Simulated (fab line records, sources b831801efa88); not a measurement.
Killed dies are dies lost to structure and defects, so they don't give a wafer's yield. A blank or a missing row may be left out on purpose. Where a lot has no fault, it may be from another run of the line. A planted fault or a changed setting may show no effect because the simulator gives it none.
Which tool did it? + flow sfq-line + Sampling: 7 lots, 21 wafers, 2 of 325 route steps

## WHAT THE GAUGES SHOWED, per wafer
SFQ_I1_OVL_MEAS_913.
| lot  | measured     | on         | I1_OVL (nm) |
|------|--------------|------------|-------------|
| L127 | day 35 03:05 | overlay-01 | -1 -4 -3    |
| L129 | day 36 04:13 | overlay-01 | 1 1 -8      |
| L131 | day 37 09:02 | overlay-01 | 7 -1 0      |
| L133 | day 38 00:38 | overlay-01 | 1 9 3       |
| L136 | day 39 04:21 | overlay-01 | 2 6 3       |
| L143 | day 41 15:35 | overlay-02 | 113 109 107 |
| L146 | day 42 20:22 | overlay-02 | -11 1 1     |

## WHICH TOOL RAN EACH LOT (tool, then ch and the chambers of the sampled wafers, then the start)
| lot  | SFQ_TRILAYER_I1_VIA_LITHO_EXPOSE_050 |
|------|--------------------------------------|
| L127 | krf-scanner-02 ch 0, day 35 01:58    |
| L129 | krf-scanner-01 ch 0, day 36 02:43    |
| L131 | krf-scanner-01 ch 0, day 37 07:55    |
| L133 | krf-scanner-01 ch 0, day 37 23:31    |
| L136 | krf-scanner-02 ch 0, day 39 03:14    |
| L143 | krf-scanner-01 ch 0, day 41 14:29    |
| L146 | krf-scanner-02 ch 0, day 42 18:52    |
- SFQ_TRILAYER_I1_VIA_LITHO_EXPOSE_050: exposes mask I1, target cd 500 nm.

## THE ANSWER, worked out from the rows above alone
Rule: the lots themselves supply what counts as usual. The widest of any qualifying gaps counts: lots, ordered by their means at a reading, are off when they make up no more than a third of the lots, leave a main group of 4 or more, and stand apart from it by 3 or more times the standard deviation of that group's means. The tables above print the reading to a certain number of digits; a main group whose means all agree to those digits is not used. Also off: a lot with no number at a reading for which 4 or more lots have one. The other lots that the step has rows for count as sound.
Off: at SFQ_I1_OVL_MEAS_913 (I1_OVL), L143. For the main group the mean is 0 nm and the standard deviation 3.
A tool fits if, at a process step before that reading, it ran every lot that is off, and no sound lot after the first of them. The gauges at SFQ_I1_OVL_MEAS_913 are tried like those tools. One fits: krf-scanner-01 at SFQ_TRILAYER_I1_VIA_LITHO_EXPOSE_050. Its last sound lot is L133 (day 37 23:31), its first lot that is off L143 (day 41 14:29): a fault that began between those two fits.

## WHAT WAS PUT IN BY THE SIMULATOR
Scanner matching overlay: krf-scanner-01, from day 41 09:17 on, at SFQ_TRILAYER_I1_VIA_LITHO_EXPOSE_050. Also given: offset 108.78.
Lots struck among those shown: L143. The same result came from the rule above.
